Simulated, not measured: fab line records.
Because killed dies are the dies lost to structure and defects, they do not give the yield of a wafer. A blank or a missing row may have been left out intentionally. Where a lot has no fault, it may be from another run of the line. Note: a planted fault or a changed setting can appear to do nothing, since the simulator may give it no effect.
The tool behind it: which one? || flow gf180mcu || 7 lots with 21 wafers sampled at 2 steps, on a route of 602 steps

== WHAT THE GAUGES READ, wafer by wafer ==
GF_DUAL_GATE_THK_MEAS_03.
{"lot": "L358", "measured": "day 7 20:30", "on": "film metro-04", "DUAL_GATE_OXIDATION_00_THK (nm)": "10.96 10.87 10.83"}
{"lot": "L360", "measured": "day 8 15:25", "on": "film metro-02", "DUAL_GATE_OXIDATION_00_THK (nm)": "11.09 11.10 10.93"}
{"lot": "L367", "measured": "day 10 11:17", "on": "film metro-04", "DUAL_GATE_OXIDATION_00_THK (nm)": "10.71 10.69 10.73"}
{"lot": "L370", "measured": "day 11 07:37", "on": "film metro-04", "DUAL_GATE_OXIDATION_00_THK (nm)": "16.88 16.73 17.07"}
{"lot": "L376", "measured": "day 13 00:37", "on": "film metro-04", "DUAL_GATE_OXIDATION_00_THK (nm)": "10.80 10.86 10.75"}
{"lot": "L378", "measured": "day 13 09:59", "on": "film metro-01", "DUAL_GATE_OXIDATION_00_THK (nm)": "10.53 10.92 10.65"}
{"lot": "L380", "measured": "day 14 02:02", "on": "film metro-02", "DUAL_GATE_OXIDATION_00_THK (nm)": "10.90 10.84 10.84"}

== WHICH TOOL RAN EACH LOT (tool, then ch and the chambers of the sampled wafers, then the start) ==
{"lot": "L358", "GF_DUAL_GATE_OXIDATION_02": "furnace-01 ch 0, day 7 19:03"}
{"lot": "L360", "GF_DUAL_GATE_OXIDATION_02": "furnace-01 ch 0, day 8 13:58"}
{"lot": "L367", "GF_DUAL_GATE_OXIDATION_02": "furnace-02 ch 0, day 10 09:50"}
{"lot": "L370", "GF_DUAL_GATE_OXIDATION_02": "furnace-01 ch 0, day 11 06:08"}
{"lot": "L376", "GF_DUAL_GATE_OXIDATION_02": "furnace-02 ch 0, day 12 23:10"}
{"lot": "L378", "GF_DUAL_GATE_OXIDATION_02": "furnace-02 ch 0, day 13 08:31"}
{"lot": "L380", "GF_DUAL_GATE_OXIDATION_02": "furnace-01 ch 0, day 14 00:34"}
- GF_DUAL_GATE_OXIDATION_02: stabilise 600 s, purge 300 s, target thk 10.887 nm.

== THE ANSWER, worked out from the rows above alone ==
Rule: what is usual is taken from the lots themselves. Put in order of their means at a reading, lots are off if they are a third of the lots or fewer, leave a main group of 4 or more, and stand apart from it by a gap of 3 or more times the standard deviation of the main group's means; of several such gaps the widest counts. If all means in a main group match to the digits the tables above print for the reading, that group is not used. A lot without any number at a reading at which 4 lots or more have one is off too. Where the step has rows for the other lots, those lots are counted as sound.
Off: L370, seen at GF_DUAL_GATE_THK_MEAS_03 (DUAL_GATE_OXIDATION_00_THK). The main group has a mean of 10.83 nm with a standard deviation of 0.12.
If a tool, at a process step before that reading, ran all the lots that are off and no sound lot after the first of them, it fits. Gauges at GF_DUAL_GATE_THK_MEAS_03: tried the same way as those tools. Of those tried, none fits.

== WHAT THE SIMULATOR HAD PUT IN ==
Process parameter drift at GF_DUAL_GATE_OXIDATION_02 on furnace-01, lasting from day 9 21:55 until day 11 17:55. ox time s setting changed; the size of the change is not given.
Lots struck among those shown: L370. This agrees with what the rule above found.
